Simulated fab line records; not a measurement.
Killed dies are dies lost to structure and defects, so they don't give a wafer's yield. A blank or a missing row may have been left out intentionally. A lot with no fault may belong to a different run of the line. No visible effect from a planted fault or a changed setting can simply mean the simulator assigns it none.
A struck lot beside a sound one ; flow sky130 ; 29 steps out of a route of 708
Sound: these wafers, L400.2, L400.5, L400.6. Wafers struck: L410.1, L410.2, L410.4. The cause is given at the end.
Each step with rows lists, per side, the tool, then ch with its chambers, then its first start. Under that, the readings that differ: sound wafers ; struck wafers ; difference of the means ; sigmas: that difference in standard deviations of wafers without a fault.
alike: words and numbers the same on both sides, and readings whose means are apart by under 2 such deviations; not compared: readings that were withheld, readings missing a value for some wafer, numbers with overlapping values and no deviation given by the record, and bounds like >300 which may hide the same value.
A row with sigmas, a row that says differs or no value, or rows on one side alone: a step with any of these is where the two part. Numbers that don't overlap but have no deviation are shown without sigmas and don't part them. Lack of a reading on every wafer of one side parts them only where that side has two or more wafers.

first, 2 steps without rows for these wafers: SKY_METAL3_PEB_11; SKY_METAL3_DEVELOP_12 (develop time 60 s).
SKY_METAL3_CD_MEAS_13: the cd target is 300 nm.
  sound: cd-sem-01 at day 40 00:21; struck: cd-sem-02 at day 42 11:39
  alike: cd-nm
SKY_METAL3_OVL_MEAS_14:
  sound: overlay-02 at day 40 00:27; struck: overlay-02 at day 42 11:46
  alike: METAL3_OVL
SKY_METAL3_DESCUM_15: chemistry O2, time 8 s.
  sound on rie-metal-04 ch 0,1, day 40 00:29; struck on rie-metal-04 ch 0,1, day 42 11:48
  alike: drypump-motor-current-A, oes-product-au
  not compared: rf-hours-counter-h
then, 1 step without rows for these wafers: SKY_METAL3_ETCH_16 (etches BARC in N2/H2, stops on SiO2, time 88.2 s, target depth 60 nm).
SKY_METAL3_ETCH_17: etches SiO2 in C4F8/O2/Ar, stops on TiN, time 3.9 s, target depth 15 nm.
  sound on rie-diel-01 ch 0,1,2, day 40 00:37; struck on rie-diel-03 ch 0,1,3, day 42 11:56
  alike: oes-product-au
  not compared: rf-hours-counter-h
then, 1 step without rows for these wafers: SKY_METAL3_METAL_ETCH_18 (etches the open film in Cl2/BCl3, stops on SiO2, target depth 845 nm, time 183.1 s).
SKY_METAL3_STRIP_19: strips in O2/N2.
  sound on plasma-asher-04 ch 0,1, day 40 00:49; struck on plasma-asher-04 ch 0,1, day 42 12:08
  alike: drypump-motor-current-A, n2-flow-sccm, oes-product-au, strip-time-to-endpoint-s
  not compared: rf-hours-counter-h
then, 3 steps without rows for these wafers: SKY_METAL3_STRIP_20 (strips in post etch residue remover, time 1200 s); SKY_METAL3_CLEAN_21 (cleans in IPA, time 180 s); SKY_METAL3_CLEAN_22 (cleans in O3/DIW).
SKY_VIA3_HDPCVD_00: deposits SiO2, target thk 1635 nm, time 272.5 s.
  sound on hdpcvd-02 ch 0,1,2, day 40 01:24; struck on hdpcvd-02 ch 0,1,2, day 42 12:43
  no value came back on the struck wafers for pressure-mtorr (mTorr), run-length-s (s); on the sound wafers pressure-mtorr (mTorr) reads 6.006 6.003 5.994
SKY_VIA3_CMP_02: polishes SiO2.
  sound on cmp-02 ch 0,3, day 40 01:41; struck on cmp-02 ch 1,2,3, day 42 13:00
  alike: motor-current-A
SKY_VIA3_BOW_MEAS_03:
  sound: film-metro-04 at day 40 01:57; struck: film-metro-04 at day 42 13:15
  alike: VIA3_BOW
then, 8 steps without rows for these wafers: SKY_VIA3_DEHYDRATE_04 (time 60 s); SKY_VIA3_HMDS_05 (prime time 60 s); SKY_VIA3_COAT_06 (resist thk 60 nm); SKY_VIA3_COAT_07 (resist thk 450 nm); SKY_VIA3_SOFTBAKE_08 (time 90 s); SKY_VIA3_EXPOSE_09 (exposes mask VIM3, target cd 200 nm); SKY_VIA3_PEB_10; SKY_VIA3_DEVELOP_11 (develop time 60 s).
SKY_VIA3_CD_MEAS_12: the cd target is 200 nm.
  sound: cd-sem-02 at day 41 01:40; struck: cd-sem-01 at day 43 12:41
  alike: cd-nm
SKY_VIA3_OVL_MEAS_13:
  sound: overlay-02 at day 41 01:46; struck: overlay-02 at day 43 12:48
  alike: VIA3_OVL
SKY_VIA3_ETCH_14: etches BARC in N2/H2, stops on SiO2, time 45.9 s, target depth 60 nm.
  sound on rie-diel-01 ch 0,3, day 41 01:48; struck on rie-diel-02 ch 0,1,2, day 43 12:50
  alike: drypump-motor-current-A, n2-flow-sccm, oes-product-au, throttle-valve-pct
  not compared: rf-hours-counter-h
SKY_VIA3_ETCH_15: etches SiO2 in C4F8/O2/Ar, stops on TiN, target depth 507 nm, time 78 s.
  sound on rie-diel-01 ch 0,3, day 41 01:50; struck on rie-diel-02 ch 0,1,2, day 43 12:53
reading;sound;struck;difference;sigmas
oes-product-au (a.u.);0.955 0.944 0.943;0.375 0.379 0.377;-0.570;-99 or more
model.etch.depth-nm (nm);465.4 465.7 464.9;0 0 0;-465;
  not compared: rf-hours-counter-h
then, 1 step without rows for these wafers: SKY_VIA3_STRIP_16 (strips in O2/N2).
-- the record jumps here: 5 days lie between the struck wafers' starts before and after (it left off in module VIA3 and takes up again in module PAD_OPEN, whose first step shown is number 708 of the route) --
SKY_PAD_OPEN_PROBE_99:
  sound: prober-02 at day 47 00:46; struck: prober-02 at day 49 00:01
reading;sound;struck;difference;sigmas
defect-limited-yield (%);81.5 84.1 84.3;0 0 0;-83;-44
killed_at_M0_to_M3;53 46 42;482 484 486;+437;+66
killed_at_M4_up;5 5 9;0 0 0;-6;-3
killed-at-contacts;25 17 19;7 4 4;-15;-3
killed-dies;91 78 77;492 492 492;+410;+43
killed-on-rim;19 11 13;96 96 96;+82;+21
killed-open;49 38 43;6 5 5;-38;-5
killed-short;42 40 34;9 3 5;-33;-5
sort_bin_3_pad_short (%);0.6 0.2 1.4;26.8 24.4 24.4;+24.5;+52
sort_bin_5_function (%);11.6 10.2 8.9;70.7 72.2 72.8;+61.7;+44
sort_bin_6_memory (%);6.3 5.5 5.3;2.4 3.5 2.8;-2.8;-3
sort-n-pass;401 414 415;0 0 0;-410;-43
sort-yield-pct (%);81.5 84.1 84.3;0 0 0;-83;-44
  alike: killed-at-front-end, killed-at-other

## WHERE THEY PART
Earliest at SKY_VIA3_HDPCVD_00; latest, in this record, at SKY_PAD_OPEN_PROBE_99.

WHY: the cause the simulator had injected
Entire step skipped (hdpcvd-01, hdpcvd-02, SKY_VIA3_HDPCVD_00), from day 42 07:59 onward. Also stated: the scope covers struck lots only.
